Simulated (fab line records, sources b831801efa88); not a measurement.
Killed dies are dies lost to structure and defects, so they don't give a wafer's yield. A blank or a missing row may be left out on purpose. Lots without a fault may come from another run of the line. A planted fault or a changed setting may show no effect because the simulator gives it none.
A struck lot beside a sound one | flow gf180mcu | 18 steps out of a route of 602
Sound: wafers L257.1, L257.2, L257.3. Struck: wafers L264.2, L264.3, L264.4. The cause comes at the end.
At each step with rows: each side's tool, then ch and its chambers, then its first start. Under that, the readings that differ: sound wafers | struck wafers | difference of the means | sigmas: that difference in standard deviations of wafers without a fault.
alike: readings whose means differ by less than 2 such deviations, and words and numbers that are the same on both sides. not compared: withheld readings, readings that some wafer has no value for, bounds like >300 that may hide the same value, and numbers for which the record gives no deviation and whose values overlap.
The two part at a step that has a row with sigmas, a row that says differs or no value, or rows on one side only. Numbers that don't overlap but have no deviation are shown without sigmas and don't part them. A reading that every wafer of one side lacks parts them only if that side has two wafers or more.

first, 3 steps without rows for these wafers: GF_HV_LDD_EXPOSE_04 (exposes mask Nplus LV AREA, target cd 400 nm); GF_HV_LDD_PEB_05; GF_HV_LDD_DEVELOP_06 (develop time 57.53 s).
GF_HV_LDD_CD_MEAS_07: target cd 400 nm.
  sound on cd_sem-02, day 12 02:26; struck on cd_sem-01, day 14 05:03
  alike: cd_nm
GF_HV_LDD_OVL_MEAS_08:
  sound on overlay-02, day 12 02:33; struck on overlay-02, day 14 05:10
  alike: HV_LDD_OVL
then, 1 step without rows for these wafers: GF_HV_LDD_IMPLANT_09.
GF_HV_LDD_STRIP_10: strips in O2/N2.
  sound on plasma_asher-02 ch 0,1, day 12 02:44; struck on plasma_asher-02 ch 0,1, day 14 05:44
  alike: drypump_motor_current_A, heater_power_w, n2_flow_sccm, oes_product_au, platen_temp_c, strip_time_to_endpoint_s
  not compared: rf_hours_counter_h
GF_HV_LDD_TW_MEAS_11:
  sound on film_metro-01, day 12 02:50; struck on film_metro-03, day 14 05:51
  alike: HV_LDD_TW
then, 4 steps without rows for these wafers: GF_HV_LDD_DEHYDRATE_12 (time 60 s); GF_HV_LDD_HMDS_13 (prime time 60 s); GF_HV_LDD_COAT_14 (resist thk 1000 nm); GF_HV_LDD_SOFTBAKE_15 (time 60 s).
GF_HV_LDD_EXPOSE_16: exposes mask Pplus LV AREA, target cd 400 nm.
  sound on iline_stepper-02 ch 0, day 12 12:34; struck on iline_stepper-02 ch 0, day 14 16:08
  reading              | sound                | struck               | difference | sigmas
  exposure_dose_mJ_cm2 | 139.72 140.14 140.20 | 131.45 131.55 131.49 | -8.52      | -61
  alike: mask, focus_offset_nm
then, 1 step without rows for these wafers: GF_HV_LDD_PEB_17.
GF_HV_LDD_DEVELOP_18: develop time 60 s.
  sound on litho_track-04 ch 0, day 12 21:31; struck on litho_track-01 ch 0, day 15 01:57
  reading                 | sound             | struck            | difference | sigmas
  model.HV_LDD.cd_nm (nm) | 398.7 400.7 401.3 | 382.5 383.3 382.7 | -17.4      |
  alike: exhaust_pa
GF_HV_LDD_CD_MEAS_19: target cd 400 nm.
  sound on cd_sem-01, day 12 21:40; struck on cd_sem-02, day 15 02:06
  reading    | sound             | struck            | difference | sigmas
  cd_nm (nm) | 398.8 400.7 401.2 | 382.2 383.4 383.2 | -17.3      | -7
GF_HV_LDD_OVL_MEAS_20:
  sound on overlay-02, day 12 21:47; struck on overlay-02, day 15 02:13
  alike: HV_LDD_01_OVL
GF_PASSIVATION_PROBE_99:
  the record has rows for the sound wafers here (prober-01, day 30 21:37) and none for the struck ones

WHERE THEY PART
First at GF_HV_LDD_EXPOSE_16; last, within this record, at GF_PASSIVATION_PROBE_99.

WHY: what the simulator had put in
Process parameter drift: iline_stepper-02, from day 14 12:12 on, at GF_HV_LDD_EXPOSE_16. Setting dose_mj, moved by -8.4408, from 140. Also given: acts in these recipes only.
